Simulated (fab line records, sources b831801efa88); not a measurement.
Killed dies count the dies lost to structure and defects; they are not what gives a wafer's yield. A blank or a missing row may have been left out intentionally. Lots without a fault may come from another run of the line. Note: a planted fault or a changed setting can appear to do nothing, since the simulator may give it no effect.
Chamber matching + flow gf180mcu + 4 sister chambers for GF_STI_CMP_25 on cmp-01
The step polishes, stops on Si3N4, t overpolish 33 s, target thk 524.6 nm. 4 wafers are shown with their chamber, then 7 later ones without.

## WAFERS PAIRED WITH THEIR CHAMBERS
| wafer  | chamber | time to endpoint s (s) |
|--------|---------|------------------------|
| L195.2 | 2       | 132                    |
| L203.4 | 3       | 118                    |
| L206.3 | 1       | 119                    |
| L206.5 | 0       | 123                    |

## WAFERS WITHOUT THEIR CHAMBER
| wafer  | time to endpoint s (s) |
|--------|------------------------|
| L206.6 | 121                    |
| L207.2 | 122                    |
| L207.3 | 130                    |
| L207.6 | 124                    |
| L211.2 | 124                    |
| L211.3 | 122                    |
| L211.5 | 129                    |

## WHICH CHAMBER EACH WENT THROUGH
| wafer  | from the rows above          | in truth                   |
|--------|------------------------------|----------------------------|
| L206.6 | can't be placed: 0 or 1 or 3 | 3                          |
| L207.2 | can't be placed: 0 or 1 or 3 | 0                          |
| L207.3 | 2                            | 2                          |
| L207.6 | 0                            | 0                          |
| L211.2 | 0                            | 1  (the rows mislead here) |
| L211.3 | can't be placed: 0 or 1 or 3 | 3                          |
| L211.5 | can't be placed: 2 or 0      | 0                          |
Correct placement for 2 of the 7. Cannot be placed on the basis of these rows: 4; the candidates contain the true chamber in 4. 1 placed wrongly.
How it was worked out, from the rows above alone: a wafer's distance from a chamber is the root of the sum, over the readings, of the square of ((its reading less the chamber's mean) divided by the reading's scatter). The wafer belongs to the nearest chamber; if the next one is less than 2 further off, it can't be placed. Each chamber's mean is taken over the wafers shown for it. The scatter: with one shown wafer a chamber, the root of the mean of the squares of how far each hidden wafer lies from its nearest shown one.
